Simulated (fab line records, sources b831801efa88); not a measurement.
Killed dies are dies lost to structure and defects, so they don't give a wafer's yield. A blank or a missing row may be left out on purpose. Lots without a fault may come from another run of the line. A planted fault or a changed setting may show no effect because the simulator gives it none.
One fault seen from 2 desks | flow sky130 | each desk has only its own numbers; what lay behind them comes last

THE TOOL OWNER'S DESK: pecvd-03
The tool's own readings at SKY_PASSIVATION_CVD_02 (deposits Si3N4, target thk 540 nm): means of the sampled wafers that have a number, for each lot that ran on this tool. A lot is out of limits, marked OUT, if its mean lies more than 4 standard deviations from the usual mean; the brackets give that distance.
Columns: A = heater_power_w at SKY_PASSIVATION_CVD_02, usual 763 W
lot  | first seen here | A
L816 | day 43 14:05    | 759
L817 | day 43 23:26    | 812
L818 | day 45 08:05    | 771
L823 | day 45 17:03    | 774
L824 | day 45 18:43    | 767
L833 | day 47 23:40    | 806
L835 | day 48 18:24    | 756
This desk's finding: nothing out of limits on any of the 7 lots.

THE METROLOGY DESK
What the gauges read, lot by lot, whatever tool the lot ran on: means of the sampled wafers that have a number. A lot is out of limits, marked OUT, if its mean lies more than 4 standard deviations from the usual mean; the brackets give that distance.
Columns: A = CAP2M_TIN_THK at SKY_CAP2M_THK_MEAS_04, usual 203.9 nm; B = PASSIVATION_CVD_02_THK at SKY_PASSIVATION_THK_MEAS_03, usual 542 nm
lot  | first seen here | A     | B
L816 | day 39 09:28    | 202.9 | 539
L817 | day 39 21:18    | 200.7 | 544
L818 | day 41 10:20    | 202.7 | 540
L821 | day 41 11:24    | 205.0 | 548
L823 | day 41 19:09    | 203.2 | 545
L824 | day 41 22:41    | 201.2 | 535
L833 | day 44 09:29    | 206.6 | 620 (+12) OUT
L835 | day 45 06:43    | 207.8 | 616 (+12) OUT
L838 | day 45 16:11    | 206.4 | 537
L839 | day 45 20:24    | 204.8 | 534
This desk's finding: out of limits on L833, L835; first on L833, day 47 23:55 (PASSIVATION_CVD_02_THK at SKY_PASSIVATION_THK_MEAS_03). In limits: L816, L817, L818, L821, L823, L824, L838, L839.

PUT TOGETHER
The metrology desk could have raised an alarm at day 47 23:55, on L833, L835.
The tool owner's desk saw nothing out of limits.
The tool owner's desk has L833, L835 on record, within its limits.
Of the lots named, all ran SKY_PASSIVATION_CVD_02 on pecvd-03.

WHAT THE SIMULATOR HAD PUT IN
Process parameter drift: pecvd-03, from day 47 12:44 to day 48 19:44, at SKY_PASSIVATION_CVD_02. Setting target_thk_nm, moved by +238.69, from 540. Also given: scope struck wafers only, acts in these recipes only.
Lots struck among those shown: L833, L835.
Hours from the fault's start to each desk's first reading out of limits: the metrology desk, 11.
